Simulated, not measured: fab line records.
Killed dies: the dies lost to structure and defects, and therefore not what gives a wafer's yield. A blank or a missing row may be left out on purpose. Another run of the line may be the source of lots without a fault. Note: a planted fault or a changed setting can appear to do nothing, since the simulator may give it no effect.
Which of the tools did it? / flow gf180mcu / Sampling: 24 lots, 72 wafers, 6 of 602 route steps

WHAT THE GAUGES SHOWED, per wafer
GF_POLY_GATE_CD_MEAS_10: the cd target is 280 nm.
lot=L074; measured=day 9 02:02; on=cd sem-02; cd nm (nm)=278.2 278.4 278.0
lot=L075; measured=day 9 07:46; on=cd sem-02; cd nm (nm)=281.7 281.2 281.1
lot=L076; measured=day 9 15:46; on=cd sem-02; cd nm (nm)=281.3 280.8 279.9
lot=L077; measured=day 10 01:35; on=cd sem-02; cd nm (nm)=280.4 280.6 279.9
lot=L078; measured=day 10 08:58; on=cd sem-02; cd nm (nm)=280.0 279.7 280.4
lot=L079; measured=day 10 21:26; on=cd sem-02; cd nm (nm)=280.4 279.7 280.1
lot=L080; measured=day 11 04:07; on=cd sem-02; cd nm (nm)=282.8 284.4 281.6
lot=L081; measured=day 11 09:31; on=cd sem-02; cd nm (nm)=281.1 281.8 280.6
lot=L082; measured=day 11 22:44; on=cd sem-02; cd nm (nm)=279.9 281.0 280.2
lot=L083; measured=day 12 05:25; on=cd sem-01; cd nm (nm)=281.4 280.5 281.8
lot=L084; measured=day 12 08:56; on=cd sem-01; cd nm (nm)=279.6 278.5 278.5
lot=L085; measured=day 12 12:06; on=cd sem-02; cd nm (nm)=280.3 280.6 279.4
lot=L086; measured=day 12 18:23; on=cd sem-01; cd nm (nm)=281.0 281.2 281.5
lot=L087; measured=day 13 01:37; on=cd sem-01; cd nm (nm)=278.6 280.1 280.7
lot=L088; measured=day 13 11:30; on=cd sem-01; cd nm (nm)=279.9 279.2 279.5
lot=L089; measured=day 13 14:18; on=cd sem-02; cd nm (nm)=280.1 281.5 280.1
lot=L090; measured=day 13 22:10; on=cd sem-01; cd nm (nm)=279.6 278.5 277.8
lot=L091; measured=day 14 03:56; on=cd sem-02; cd nm (nm)=278.6 278.6 278.2
lot=L092; measured=day 14 11:22; on=cd sem-01; cd nm (nm)=279.3 280.1 279.5
lot=L093; measured=day 14 20:37; on=cd sem-01; cd nm (nm)=274.7 275.9 276.7
lot=L094; measured=day 15 02:20; on=cd sem-02; cd nm (nm)=277.9 277.7 277.9
lot=L095; measured=day 15 15:49; on=cd sem-01; cd nm (nm)=281.5 282.0 281.9
lot=L096; measured=day 15 18:20; on=cd sem-02; cd nm (nm)=280.6 280.8 280.8
lot=L097; measured=day 16 00:55; on=cd sem-01; cd nm (nm)=277.3 278.5 277.4

GF_HV_LDD_OVL_MEAS_20.
lot=L074; measured=day 10 15:22; on=overlay-02; HV_LDD_01_OVL (nm)=-0.1 -2.3 -1.5
lot=L075; measured=day 10 21:12; on=overlay-01; HV_LDD_01_OVL (nm)=1.3 1.0 0.2
lot=L076; measured=day 11 05:32; on=overlay-01; HV_LDD_01_OVL (nm)=-1.1 -2.0 -3.0
lot=L077; measured=day 11 17:29; on=overlay-02; HV_LDD_01_OVL (nm)=2.6 2.0 2.1
lot=L078; measured=day 12 03:19; on=overlay-02; HV_LDD_01_OVL (nm)=-2.3 -2.4 -2.7
lot=L079; measured=day 12 14:11; on=overlay-01; HV_LDD_01_OVL (nm)=-0.8 -2.6 -1.0
lot=L080; measured=day 12 20:23; on=overlay-02; HV_LDD_01_OVL (nm)=-1.4 0.7 1.0
lot=L081; measured=day 13 01:47; on=overlay-01; HV_LDD_01_OVL (nm)=-0.8 -1.8 -1.7
lot=L082; measured=day 13 15:41; on=overlay-01; HV_LDD_01_OVL (nm)=-1.7 -1.6 -0.3
lot=L083; measured=day 13 22:56; on=overlay-01; HV_LDD_01_OVL (nm)=2.0 0.3 1.9
lot=L084; measured=day 14 02:30; on=overlay-01; HV_LDD_01_OVL (nm)=0.4 0.2 0.2
lot=L085; measured=day 14 05:58; on=overlay-02; HV_LDD_01_OVL (nm)=-0.4 0.4 -1.6
lot=L086; measured=day 14 13:17; on=overlay-02; HV_LDD_01_OVL (nm)=-0.9 2.3 -0.5
lot=L087; measured=day 14 21:02; on=overlay-01; HV_LDD_01_OVL (nm)=0.4 1.2 2.9
lot=L088; measured=day 15 07:14; on=overlay-01; HV_LDD_01_OVL (nm)=-0.9 0.1 -0.5
lot=L089; measured=day 15 12:49; on=overlay-02; HV_LDD_01_OVL (nm)=-1.2 -0.2 -0.5
lot=L090; measured=day 15 19:09; on=overlay-01; HV_LDD_01_OVL (nm)=-1.9 -2.5 -2.1
lot=L091; measured=day 16 01:36; on=overlay-02; HV_LDD_01_OVL (nm)=2.6 2.5 1.5
lot=L092; measured=day 16 08:29; on=overlay-01; HV_LDD_01_OVL (nm)=-1.4 -0.9 -0.6
lot=L093; measured=day 16 18:26; on=overlay-02; HV_LDD_01_OVL (nm)=-3.9 -2.0 -1.0
lot=L094; measured=day 17 01:26; on=overlay-02; HV_LDD_01_OVL (nm)=0.1 0.0 0.2
lot=L095; measured=day 17 15:41; on=overlay-01; HV_LDD_01_OVL (nm)=1.4 -0.6 2.2
lot=L096; measured=day 17 20:35; on=overlay-01; HV_LDD_01_OVL (nm)=-1.3 -1.8 -2.3
lot=L097; measured=day 18 02:47; on=overlay-01; HV_LDD_01_OVL (nm)=-1.1 -1.1 -1.8

GF_HV_LDD_THK_MEAS_57.
lot=L074; measured=day 12 07:44; on=film metro-02; HV_LDD_CVD_56_THK (nm)=89.9 89.2 90.7
lot=L075; measured=day 12 16:01; on=film metro-01; HV_LDD_CVD_56_THK (nm)=88.8 88.6 88.3
lot=L076; measured=day 13 00:58; on=film metro-02; HV_LDD_CVD_56_THK (nm)=89.8 90.7 90.0
lot=L077; measured=day 13 12:14; on=film metro-02; HV_LDD_CVD_56_THK (nm)=90.7 90.3 91.3
lot=L078; measured=day 13 21:40; on=film metro-03; HV_LDD_CVD_56_THK (nm)=88.7 89.0 88.3
lot=L079; measured=day 14 10:29; on=film metro-03; HV_LDD_CVD_56_THK (nm)=90.0 90.9 90.4
lot=L080; measured=day 14 17:59; on=film metro-01; HV_LDD_CVD_56_THK (nm)=90.0 89.6 90.1
lot=L081; measured=day 14 23:35; on=film metro-02; HV_LDD_CVD_56_THK (nm)=90.3 89.7 90.6
lot=L082; measured=day 15 14:59; on=film metro-02; HV_LDD_CVD_56_THK (nm)=90.0 89.9 90.3
lot=L083; measured=day 15 23:26; on=film metro-03; HV_LDD_CVD_56_THK (nm)=89.1 89.5 88.9
lot=L084; measured=day 16 01:11; on=film metro-02; HV_LDD_CVD_56_THK (nm)=90.2 89.9 90.0
lot=L085; measured=day 16 04:23; on=film metro-03; HV_LDD_CVD_56_THK (nm)=89.2 88.5 89.2
lot=L086; measured=day 16 12:36; on=film metro-02; HV_LDD_CVD_56_THK (nm)=89.2 89.3 88.9
lot=L087; measured=day 16 20:20; on=film metro-01; HV_LDD_CVD_56_THK (nm)=89.3 89.3 89.3
lot=L088; measured=day 17 07:42; on=film metro-01; HV_LDD_CVD_56_THK (nm)=91.5 92.0 91.4
lot=L089; measured=day 17 13:51; on=film metro-02; HV_LDD_CVD_56_THK (nm)=89.0 89.1 89.1
lot=L090; measured=day 17 19:44; on=film metro-01; HV_LDD_CVD_56_THK (nm)=90.5 89.8 90.0
lot=L091; measured=day 18 02:37; on=film metro-02; HV_LDD_CVD_56_THK (nm)=90.0 89.0 89.2
lot=L092; measured=day 18 13:35; on=film metro-03; HV_LDD_CVD_56_THK (nm)=89.8 89.4 89.7
lot=L093; measured=day 18 21:01; on=film metro-03; HV_LDD_CVD_56_THK (nm)=89.7 89.2 89.7
lot=L094; measured=day 19 03:29; on=film metro-01; HV_LDD_CVD_56_THK (nm)=89.2 88.7 88.1
lot=L095; measured=day 19 20:14; on=film metro-03; HV_LDD_CVD_56_THK (nm)=89.5 89.5 89.6
lot=L096; measured=day 20 02:59; on=film metro-03; HV_LDD_CVD_56_THK (nm)=90.2 89.9 90.4
lot=L097; measured=day 20 08:01; on=film metro-03; HV_LDD_CVD_56_THK (nm)=91.1 91.4 90.2

GF_NSD_OVL_MEAS_08.
lot=L074; measured=day 13 03:17; on=overlay-01; NSD_OVL (nm)=-0.9 -2.4 -2.2
lot=L075; measured=day 13 12:05; on=overlay-01; NSD_OVL (nm)=-3.3 -3.1 -2.8
lot=L076; measured=day 13 21:38; on=overlay-02; NSD_OVL (nm)=-2.6 -0.2 0.1
lot=L077; measured=day 14 08:43; on=overlay-01; NSD_OVL (nm)=-0.8 0.2 0.2
lot=L078; measured=day 14 17:56; on=overlay-02; NSD_OVL (nm)=-1.1 -0.8 -1.2
lot=L079; measured=day 15 07:50; on=overlay-01; NSD_OVL (nm)=-0.7 -0.8 -1.6
lot=L080; measured=day 15 15:29; on=overlay-02; NSD_OVL (nm)=-3.0 -1.7 -0.7
lot=L081; measured=day 15 21:33; on=overlay-01; NSD_OVL (nm)=-1.7 -0.6 0.4
lot=L082; measured=day 16 12:50; on=overlay-02; NSD_OVL (nm)=-0.6 -1.1 -0.3
lot=L083; measured=day 16 22:05; on=overlay-02; NSD_OVL (nm)=1.0 1.5 0.8
lot=L084; measured=day 16 22:41; on=overlay-02; NSD_OVL (nm)=-1.1 -1.7 -2.5
lot=L085; measured=day 17 03:11; on=overlay-02; NSD_OVL (nm)=-0.6 -0.2 -3.1
lot=L086; measured=day 17 11:00; on=overlay-02; NSD_OVL (nm)=-1.6 -1.1 -0.8
lot=L087; measured=day 17 19:23; on=overlay-01; NSD_OVL (nm)=1.6 3.1 1.5
lot=L088; measured=day 18 07:56; on=overlay-01; NSD_OVL (nm)=-0.7 -1.4 -1.6
lot=L089; measured=day 18 13:37; on=overlay-01; NSD_OVL (nm)=0.1 0.7 -0.1
lot=L090; measured=day 18 19:38; on=overlay-02; NSD_OVL (nm)=-1.1 -0.2 -2.0
lot=L091; measured=day 19 02:35; on=overlay-01; NSD_OVL (nm)=0.0 0.8 0.3
lot=L092; measured=day 19 13:52; on=overlay-02; NSD_OVL (nm)=-2.3 -2.5 -1.7
lot=L093; measured=day 19 22:13; on=overlay-01; NSD_OVL (nm)=-2.1 -0.6 -0.8
lot=L094; measured=day 20 03:59; on=overlay-02; NSD_OVL (nm)=-1.3 1.6 1.4
lot=L095; measured=day 20 20:14; on=overlay-02; NSD_OVL (nm)=-1.5 -1.6 -1.2
lot=L096; measured=day 21 03:14; on=overlay-02; NSD_OVL (nm)=-0.9 -2.8 -2.7
lot=L097; measured=day 21 07:48; on=overlay-02; NSD_OVL (nm)=1.5 1.4 1.0

GF_NSD_TW_MEAS_12.
lot=L074; measured=day 13 03:43; on=film metro-02; NSD_TW=4316 4341 4327
lot=L075; measured=day 13 12:32; on=film metro-03; NSD_TW=4121 4109 4126
lot=L076; measured=day 13 22:05; on=film metro-02; NSD_TW=4312 4370 4349
lot=L077; measured=day 14 09:10; on=film metro-03; NSD_TW=4160 4145 4147
lot=L078; measured=day 14 18:22; on=film metro-04; NSD_TW=4287 4249 4272
lot=L079; measured=day 15 08:16; on=film metro-02; NSD_TW=4311 4317 4324
lot=L080; measured=day 15 15:55; on=film metro-02; NSD_TW=4336 4315 4323
lot=L081; measured=day 15 21:59; on=film metro-02; NSD_TW=4339 4354 4341
lot=L082; measured=day 16 13:17; on=film metro-03; NSD_TW=4144 4160 4175
lot=L083; measured=day 16 22:31; on=film metro-02; NSD_TW=4300 4333 4352
lot=L084; measured=day 16 23:08; on=film metro-02; NSD_TW=4350 4333 4343
lot=L085; measured=day 17 03:37; on=film metro-03; NSD_TW=4139 4138 4156
lot=L086; measured=day 17 11:26; on=film metro-04; NSD_TW=4240 4237 4250
lot=L087; measured=day 17 19:49; on=film metro-04; NSD_TW=4240 4231 4239
lot=L088; measured=day 18 08:22; on=film metro-02; NSD_TW=4331 4330 4331
lot=L089; measured=day 18 14:04; on=film metro-04; NSD_TW=4190 4221 4242
lot=L090; measured=day 18 20:04; on=film metro-03; NSD_TW=4120 4121 4109
lot=L091; measured=day 19 03:02; on=film metro-02; NSD_TW=4321 4319 4298
lot=L092; measured=day 19 14:19; on=film metro-03; NSD_TW=4145 4144 4133
lot=L093; measured=day 19 22:40; on=film metro-04; NSD_TW=4238 4256 4239
lot=L094; measured=day 20 04:25; on=film metro-03; NSD_TW=4168 4139 4170
lot=L095; measured=day 20 20:40; on=film metro-04; NSD_TW=4209 4235 4218
lot=L096; measured=day 21 03:40; on=film metro-02; NSD_TW=4335 4327 4333
lot=L097; measured=day 21 08:14; on=film metro-04; NSD_TW=4257 4233 4243

TOOL THAT RAN EACH LOT (tool first, then ch and the chambers of the sampled wafers, then the start)
lot=L074; GF_HV_LDD_STRIP_37=plasma asher-01 ch 0,1, day 11 09:34
lot=L075; GF_HV_LDD_STRIP_37=plasma asher-04 ch 0,1, day 11 16:14
lot=L076; GF_HV_LDD_STRIP_37=plasma asher-04 ch 0,1, day 12 00:35
lot=L077; GF_HV_LDD_STRIP_37=plasma asher-03 ch 0,1, day 12 13:17
lot=L078; GF_HV_LDD_STRIP_37=plasma asher-04 ch 0,1, day 12 22:52
lot=L079; GF_HV_LDD_STRIP_37=plasma asher-03 ch 0,1, day 13 10:23
lot=L080; GF_HV_LDD_STRIP_37=plasma asher-01 ch 0,1, day 13 17:26
lot=L081; GF_HV_LDD_STRIP_37=plasma asher-04 ch 0,1, day 13 22:39
lot=L082; GF_HV_LDD_STRIP_37=plasma asher-04 ch 0,1, day 14 13:22
lot=L083; GF_HV_LDD_STRIP_37=plasma asher-03 ch 0,1, day 14 20:46
lot=L084; GF_HV_LDD_STRIP_37=plasma asher-03 ch 0,1, day 15 00:49
lot=L085; GF_HV_LDD_STRIP_37=plasma asher-04 ch 0,1, day 15 03:46
lot=L086; GF_HV_LDD_STRIP_37=plasma asher-04 ch 0,1, day 15 11:42
lot=L087; GF_HV_LDD_STRIP_37=plasma asher-01 ch 0,1, day 15 19:13
lot=L088; GF_HV_LDD_STRIP_37=plasma asher-04 ch 0,1, day 16 05:41
lot=L089; GF_HV_LDD_STRIP_37=plasma asher-03 ch 0,1, day 16 11:32
lot=L090; GF_HV_LDD_STRIP_37=plasma asher-01 ch 0,1, day 16 17:55
lot=L091; GF_HV_LDD_STRIP_37=plasma asher-04 ch 0,1, day 17 00:17
lot=L092; GF_HV_LDD_STRIP_37=plasma asher-01 ch 0,1, day 17 08:35
lot=L093; GF_HV_LDD_STRIP_37=plasma asher-04 ch 0,1, day 17 18:22
lot=L094; GF_HV_LDD_STRIP_37=plasma asher-01 ch 0,1, day 18 00:52
lot=L095; GF_HV_LDD_STRIP_37=plasma asher-03 ch 0,1, day 18 16:37
lot=L096; GF_HV_LDD_STRIP_37=plasma asher-01 ch 0,1, day 18 21:44
lot=L097; GF_HV_LDD_STRIP_37=plasma asher-01 ch 0,1, day 19 03:38
- GF_HV_LDD_STRIP_37: strips in O2/N2.

WHAT THE TOOLS THEMSELVES READ (means of the sampled wafers that have a number; where no wafer has one, the mark that the record gives instead)
GF_HV_LDD_STRIP_37.
lot=L074; tool=plasma asher-01; drypump motor current A (A)=5.4; heater power w (W)=328; o2 flow sccm (sccm)=2999; oes product au (a.u.)=0.716; strip time to endpoint s (s)=12.63
lot=L075; tool=plasma asher-04; drypump motor current A (A)=6.0; heater power w (W)=301; o2 flow sccm (sccm)=3011; oes product au (a.u.)=0.716; strip time to endpoint s (s)=12.60
lot=L076; tool=plasma asher-04; drypump motor current A (A)=6.0; heater power w (W)=299; o2 flow sccm (sccm)=3001; oes product au (a.u.)=0.713; strip time to endpoint s (s)=12.67
lot=L077; tool=plasma asher-03; drypump motor current A (A)=6.0; heater power w (W)=343; o2 flow sccm (sccm)=2997; oes product au (a.u.)=0.718; strip time to endpoint s (s)=12.66
lot=L078; tool=plasma asher-04; drypump motor current A (A)=5.7; heater power w (W)=305; o2 flow sccm (sccm)=3003; oes product au (a.u.)=0.714; strip time to endpoint s (s)=12.65
lot=L079; tool=plasma asher-03; drypump motor current A (A)=6.1; heater power w (W)=351; o2 flow sccm (sccm)=3006; oes product au (a.u.)=0.718; strip time to endpoint s (s)=12.62
lot=L080; tool=plasma asher-01; drypump motor current A (A)=5.4; heater power w (W)=330; o2 flow sccm (sccm)=2994; oes product au (a.u.)=0.717; strip time to endpoint s (s)=12.64
lot=L081; tool=plasma asher-04; drypump motor current A (A)=6.0; heater power w (W)=299; o2 flow sccm (sccm)=2994; oes product au (a.u.)=0.715; strip time to endpoint s (s)=12.64
lot=L082; tool=plasma asher-04; drypump motor current A (A)=5.7; heater power w (W)=304; o2 flow sccm (sccm)=3000; oes product au (a.u.)=0.716; strip time to endpoint s (s)=12.66
lot=L083; tool=plasma asher-03; drypump motor current A (A)=6.1; heater power w (W)=347; o2 flow sccm (sccm)=2997; oes product au (a.u.)=0.723; strip time to endpoint s (s)=12.72
lot=L084; tool=plasma asher-03; drypump motor current A (A)=6.0; heater power w (W)=348; o2 flow sccm (sccm)=2995; oes product au (a.u.)=0.717; strip time to endpoint s (s)=12.60
lot=L085; tool=plasma asher-04; drypump motor current A (A)=6.0; heater power w (W)=296; o2 flow sccm (sccm)=2994; oes product au (a.u.)=0.714; strip time to endpoint s (s)=12.62
lot=L086; tool=plasma asher-04; drypump motor current A (A)=5.7; heater power w (W)=306; o2 flow sccm (sccm)=2999; oes product au (a.u.)=0.715; strip time to endpoint s (s)=12.57
lot=L087; tool=plasma asher-01; drypump motor current A (A)=5.4; heater power w (W)=327; o2 flow sccm (sccm)=3007; oes product au (a.u.)=0.715; strip time to endpoint s (s)=12.62
lot=L088; tool=plasma asher-04; drypump motor current A (A)=6.1; heater power w (W)=303; o2 flow sccm (sccm)=3001; oes product au (a.u.)=0.714; strip time to endpoint s (s)=12.61
lot=L089; tool=plasma asher-03; drypump motor current A (A)=6.0; heater power w (W)=330; o2 flow sccm (sccm)=3002; oes product au (a.u.)=0.718; strip time to endpoint s (s)=12.60
lot=L090; tool=plasma asher-01; drypump motor current A (A)=5.4; heater power w (W)=330; o2 flow sccm (sccm)=3003; oes product au (a.u.)=0.714; strip time to endpoint s (s)=12.63
lot=L091; tool=plasma asher-04; drypump motor current A (A)=6.1; heater power w (W)=298; o2 flow sccm (sccm)=2997; oes product au (a.u.)=0.720; strip time to endpoint s (s)=12.58
lot=L092; tool=plasma asher-01; drypump motor current A (A)=5.3; heater power w (W)=361; o2 flow sccm (sccm)=3006; oes product au (a.u.)=0.715; strip time to endpoint s (s)=12.63
lot=L093; tool=plasma asher-04; drypump motor current A (A)=6.0; heater power w (W)=296; o2 flow sccm (sccm)=3001; oes product au (a.u.)=0.717; strip time to endpoint s (s)=12.61
lot=L094; tool=plasma asher-01; drypump motor current A (A)=5.3; heater power w (W)=358; o2 flow sccm (sccm)=3002; oes product au (a.u.)=0.716; strip time to endpoint s (s)=12.62
lot=L095; tool=plasma asher-03; drypump motor current A (A)=6.0; heater power w (W)=332; o2 flow sccm (sccm)=2988; oes product au (a.u.)=0.715; strip time to endpoint s (s)=12.62
lot=L096; tool=plasma asher-01; drypump motor current A (A)=5.3; heater power w (W)=353; o2 flow sccm (sccm)=2996; oes product au (a.u.)=0.714; strip time to endpoint s (s)=12.59
lot=L097; tool=plasma asher-01; drypump motor current A (A)=5.4; heater power w (W)=324; o2 flow sccm (sccm)=2998; oes product au (a.u.)=0.717; strip time to endpoint s (s)=12.60

THE ANSWER, worked out from the rows above alone
Rule: usual is defined by the lots themselves. Put in order of their means at a reading, lots are off if they are a third of the lots or fewer, leave a main group of 4 or more, and stand apart from it by a gap of 3 or more times the standard deviation of the main group's means; of several such gaps the widest counts. Not used: any main group whose means are identical at the precision the tables above print for the reading. A lot without any number at a reading at which 4 lots or more have one is off too. The other lots that the step has rows for count as sound. The gauges are gone through in route order, then the tools' own readings, and for those a lot's mean is taken as printed above. At the first step where some lot is off, the reading lying furthest off is the one used; lots without a number count as furthest.
Across all readings shown, no lot is off: no conclusion can be drawn from this.

WHAT WAS PUT IN BY THE SIMULATOR
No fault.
